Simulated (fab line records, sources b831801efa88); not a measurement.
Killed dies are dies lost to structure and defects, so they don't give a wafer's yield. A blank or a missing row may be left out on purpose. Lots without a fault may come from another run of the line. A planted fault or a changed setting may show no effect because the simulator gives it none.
Tool commonality check | flow gf180mcu | 9 lots, 27 wafers sampled

WHY IT WAS OPENED
At GF_VT_IMPLANT_TW_MEAS_10 the reading VT_IMPLANT_TW is flagged on 2 of 9 lots. Wafers without a fault read 566, standard deviation 5.3.
Rule: a lot is flagged when every wafer of it that has a number lies more than 4 standard deviations from that mean, or none has a number. The other lots count as sound.

lot  | measured    | on            | VT_IMPLANT_TW, wafer by wafer | flag
L440 | day 5 14:32 | film_metro-02 | 573 571 570                   |
L441 | day 5 18:25 | film_metro-02 | 572 573 576                   |
L442 | day 6 02:19 | film_metro-02 | 572 573 572                   |
L443 | day 6 07:17 | film_metro-03 | 560 559 559                   |
L446 | day 7 03:10 | film_metro-03 | 563 560 564                   |
L448 | day 7 21:47 | film_metro-03 | 559 560 561                   |
L450 | day 8 08:55 | film_metro-03 | 560 560 561                   |
L451 | day 8 12:52 | film_metro-02 | 371 370 373                   | FLAGGED
L452 | day 8 17:02 | film_metro-04 | 367 367 364                   | FLAGGED
The numbers of the flagged lots are 369 on average: -197 against the usual, or -37 standard deviations.

WHICH TOOL RAN EACH LOT
The record holds 3 process steps before the reading, out of a route of 602 steps. In each cell: the tool, then ch and the chambers that the sampled wafers went through, then the start.
lot  | flag    | GF_NWELL_STRIP_10                   | GF_VT_IMPLANT_IMPLANT_08       | GF_VT_IMPLANT_STRIP_09
L440 |         | plasma_asher-01 ch 0,1, day 3 07:11 | implanter-01 ch 0, day 5 14:17 | plasma_asher-04 ch 0,1, day 5 14:26
L441 |         | plasma_asher-04 ch 0,1, day 3 11:53 | implanter-04 ch 0, day 5 18:10 | plasma_asher-01 ch 0,1, day 5 18:19
L442 |         | plasma_asher-03 ch 0,1, day 3 17:38 | implanter-04 ch 0, day 6 02:04 | plasma_asher-03 ch 0,1, day 6 02:13
L443 |         | plasma_asher-03 ch 0,1, day 3 22:13 | implanter-02 ch 0, day 6 07:04 | plasma_asher-03 ch 0,1, day 6 07:11
L446 |         | plasma_asher-01 ch 0,1, day 4 15:43 | implanter-01 ch 0, day 7 02:55 | plasma_asher-01 ch 0,1, day 7 03:04
L448 |         | plasma_asher-01 ch 0,1, day 5 08:16 | implanter-04 ch 0, day 7 21:34 | plasma_asher-04 ch 0,1, day 7 21:41
L450 |         | plasma_asher-01 ch 0,1, day 5 17:17 | implanter-01 ch 0, day 8 08:40 | plasma_asher-01 ch 0,1, day 8 08:49
L451 | FLAGGED | plasma_asher-04 ch 0,1, day 5 21:05 | implanter-01 ch 0, day 8 12:37 | plasma_asher-04 ch 0,1, day 8 12:46
L452 | FLAGGED | plasma_asher-01 ch 0,1, day 6 02:04 | implanter-04 ch 0, day 8 16:47 | plasma_asher-03 ch 0,1, day 8 16:56
What these steps do:
- GF_NWELL_STRIP_10: strips in O2/N2.
- GF_VT_IMPLANT_IMPLANT_08
- GF_VT_IMPLANT_STRIP_09: strips in O2/N2.
- GF_VT_IMPLANT_TW_MEAS_10

FLAGGED OVER TOTAL, TOOL BY TOOL (the gauges that took the reading come last)
step                     | tool            | lots run | flagged | share of the flagged lots | sound lots run after its first flagged lot
GF_NWELL_STRIP_10        | plasma_asher-01 | 5        | 1       | some                      | 0
GF_NWELL_STRIP_10        | plasma_asher-03 | 2        | 0       | none                      | -
GF_NWELL_STRIP_10        | plasma_asher-04 | 2        | 1       | some                      | 0
GF_VT_IMPLANT_IMPLANT_08 | implanter-01    | 4        | 1       | some                      | 0
GF_VT_IMPLANT_IMPLANT_08 | implanter-02    | 1        | 0       | none                      | -
GF_VT_IMPLANT_IMPLANT_08 | implanter-04    | 4        | 1       | some                      | 0
GF_VT_IMPLANT_STRIP_09   | plasma_asher-01 | 3        | 0       | none                      | -
GF_VT_IMPLANT_STRIP_09   | plasma_asher-03 | 3        | 1       | some                      | 0
GF_VT_IMPLANT_STRIP_09   | plasma_asher-04 | 3        | 1       | some                      | 0
GF_VT_IMPLANT_TW_MEAS_10 | film_metro-02   | 4        | 1       | some                      | 0
GF_VT_IMPLANT_TW_MEAS_10 | film_metro-03   | 4        | 0       | none                      | -
GF_VT_IMPLANT_TW_MEAS_10 | film_metro-04   | 1        | 1       | some                      | 0

WHAT THE TABLE ALLOWS
No row of the table ran every flagged lot.

WHAT THE SIMULATOR HAD PUT IN
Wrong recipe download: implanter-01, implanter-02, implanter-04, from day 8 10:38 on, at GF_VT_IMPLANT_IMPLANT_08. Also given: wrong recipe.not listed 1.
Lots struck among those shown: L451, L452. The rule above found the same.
